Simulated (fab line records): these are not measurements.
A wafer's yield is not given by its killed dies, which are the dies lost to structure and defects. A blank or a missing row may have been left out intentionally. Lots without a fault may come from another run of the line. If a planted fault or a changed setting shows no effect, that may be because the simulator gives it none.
8D (eight disciplines) problem report, filled in by code	flow gf180mcu	the parts of the form that need people (team, actions taken, sign-off) are left out

## 1. WHAT IS WRONG
Wafers free of any fault read 0.0693 ohm/sq (standard deviation 0.00091) for M3_ALCU_RS at GF_M3_RS_MEAS_05, against a mean of 0.0513 ohm/sq on 2 wafers of 2 lots. That puts it -20 standard deviations away from the usual mean.
The step: measures by four-point-probe.
First seen on wafer L830.3, day 25 08:10, on film metro-04. Wafers with a number at this step in the record: 18, from 6 lots. The rule behind "out" and "out of limits": a value lying over 4 standard deviations away from the usual mean. The rest of the wafers with a number are treated as sound.

## 2. WHAT IT IS; WHAT IT IS NOT
question	is	is not
which readings at this step	M3_ALCU_RS	-
which lots	L830, L833	L816, L823, L832, L838
which wafers of those lots	L830.3, L833.3	L830.1, L830.5, L833.1, L833.5
read on which gauges	film metro-04	-
when	from day 25 08:10	up to then (8 sound wafers); but 8 sound wafers of L832, L833, L838 came after

## 3. WHAT RULES OUT EACH SUSPECT
Counting: any tool at a process step up to the reading remains a suspect provided it ran every lot that is out. Sound lots after the first of them don't rule it out here, since some wafers of a struck lot are sound.
- the gauge at GF_M3_RS_MEAS_05: kept. All the wafers that are out were read on film metro-04, and no step on other tools shows them out.
- pvd sputter-02 at GF_M3_SPUTTER_00 (material Ti, target thk 37.5 nm, time 150 s): kept. Every lot that is out went through it, the first being L830 (day 25 07:55); the last sound lot it ran before that was L823 (day 23 02:37).
- pvd sputter-02 at GF_M3_SPUTTER_01 (material TiN, target thk 30 nm, time 25 s): kept. Every lot that is out went through it, the first being L830 (day 25 08:01); the last sound lot it ran before that was L823 (day 23 02:43).
- pvd sputter-02 at GF_M3_SPUTTER_02 (material AlCu, target thk 450 nm, time 23.9 s): kept. Every lot that is out went through it, the first being L830 (day 25 08:04); the last sound lot it ran before that was L823 (day 23 02:44).
- pvd sputter-02 at GF_M3_SPUTTER_04 (material TiN, target thk 50 nm, time 41.7 s): kept. Every lot that is out went through it, the first being L830 (day 25 08:07); the last sound lot it ran before that was L823 (day 23 02:47).
Left after counting: pvd sputter-02 at GF_M3_SPUTTER_00, pvd sputter-02 at GF_M3_SPUTTER_01, pvd sputter-02 at GF_M3_SPUTTER_02, pvd sputter-02 at GF_M3_SPUTTER_04, film metro-04 at GF_M3_RS_MEAS_05.

## 4. THE CAUSE (what the simulator had put in)
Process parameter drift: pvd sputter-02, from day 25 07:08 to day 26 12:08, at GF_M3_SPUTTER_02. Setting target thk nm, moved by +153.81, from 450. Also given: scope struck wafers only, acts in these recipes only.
Of the 5 suspects that counting leaves, this tool is one.

## 5. THE EFFECT CHAIN, in route order
Each row: a reading whose mean over the struck wafers that have a number lies more than 3 standard deviations from the usual. Only readings whose record carries a usual standard deviation are examined. hours: median over the lots of the time between each lot's start at the first step of this table that gives one and its start at this step. sigmas: the change, counted in usual standard deviations.
hours	step	reading	usual	on struck wafers	change	sigmas
0	GF_M3_RS_MEAS_05	M3_ALCU_RS	0.0693 ohm/sq	0.0513	-0.0180	-20
0	GF_M3_THK_MEAS_06	M3_ALCU_THK	445 nm	597	+152	+24

## 6. HOW IT WOULD HAVE BEEN CAUGHT EARLIER
In this record the first reading out of limits at a measuring or inspecting step was taken at day 25 08:10, 1 hour after the fault began at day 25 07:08.
No tool reading at GF_M3_SPUTTER_02 that has a usual standard deviation in the record was out on any struck wafer, so an alarm limit of 4 standard deviations on those readings would not have fired.
Of the lots that are out (2), L833 began GF_M3_SPUTTER_02 on pvd sputter-02 after day 25 08:10. It would have been spared by a hold on the tool at that moment.
